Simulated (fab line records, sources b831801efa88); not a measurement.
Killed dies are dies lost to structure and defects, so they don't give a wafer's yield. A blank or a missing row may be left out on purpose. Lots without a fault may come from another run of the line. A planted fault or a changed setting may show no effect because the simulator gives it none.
Problem report in the 8D (eight disciplines) form, filled by code | flow sky130 | the parts of the form that need people (team, actions taken, sign-off) are left out

1. THE PROBLEM
cd_nm at SKY_METAL4_CD_MEAS_13 reads a mean of 289.7 nm on 12 wafers of 4 lots; wafers without a fault read 300.2 nm with a standard deviation of 1.2. That is -8.8 standard deviations from the usual mean.
The step: target cd 300 nm.
First seen on wafer L904.2, day 42 23:05, on cd_sem-01. The record holds 32 wafers of 11 lots with a number at this step. Rule for "out", or "out of limits": more than 4 standard deviations from the usual mean. The other wafers with a number count as sound.

2. WHAT IT IS AND WHAT IT IS NOT
question                    | is                     | is not
which readings at this step | cd_nm                  | -
which lots                  | L904, L906, L908, L912 | L903, L905, L916, L918, L919, L922, L926
which wafers of those lots  | all that have a number | -
read on which gauges        | cd_sem-01, cd_sem-02   | -
when                        | from day 42 23:05      | up to then (6 sound wafers); but 14 sound wafers of L916, L918, L919, L922, L926 came after

3. SUSPECTS, AND WHAT RULES EACH OUT
Counting: a tool at a process step up to the reading stays a suspect if it ran every lot that is out and no sound lot after the first of them.
- the gauge at SKY_METAL4_CD_MEAS_13: ruled out. The wafers that are out were read on 2 gauges (cd_sem-01, cd_sem-02).
- krf_scanner-02 at SKY_METAL4_EXPOSE_10 (exposes mask MM4, target cd 300 nm): kept. It ran every lot that is out, first L904 (day 42 11:20), and no sound lot after that; its last sound lot up to then is L905 (day 42 07:34). Its own readings are out on those wafers: exposure_dose_mJ_cm2.
Left after counting: krf_scanner-02 at SKY_METAL4_EXPOSE_10.

4. THE CAUSE (what the simulator had put in)
Process parameter drift: krf_scanner-02, from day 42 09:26 on, at SKY_METAL4_EXPOSE_10. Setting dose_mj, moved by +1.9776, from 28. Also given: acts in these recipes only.
Counting left only this tool.

5. THE CHAIN OF EFFECTS, in route order
Each row: a reading whose mean over the struck wafers that have a number lies more than 3 standard deviations from the usual. Only readings for which the record gives a usual standard deviation are gone through. hours: the time from each lot's start at the first step in this table that gives one to its start at this step, as a median over the lots. sigmas: the change in usual standard deviations.
hours | step                  | reading              | usual    | on struck wafers | change | sigmas
0     | SKY_METAL4_EXPOSE_10  | exposure_dose_mJ_cm2 | 27.996   | 29.622           | +1.626 | +60
11    | SKY_METAL4_CD_MEAS_13 | cd_nm                | 300.2 nm | 289.7            | -10.5  | -8.8
The process steps in it:
- SKY_METAL4_EXPOSE_10: exposes mask MM4, target cd 300 nm.

6. WHAT WOULD HAVE CAUGHT IT SOONER
In this record the first reading out of limits at a measuring or inspecting step was taken at day 42 23:05, 14 hours after the fault began at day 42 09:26.
The tool's own readings at SKY_METAL4_EXPOSE_10 were out on every struck wafer that the step has a row for (exposure_dose_mJ_cm2): an alarm limit on them would have fired on the first of those.
Of the lots that are out (4), L908, L912 began SKY_METAL4_EXPOSE_10 on krf_scanner-02 after day 42 23:05. A hold on the tool at that time would have spared those 2.
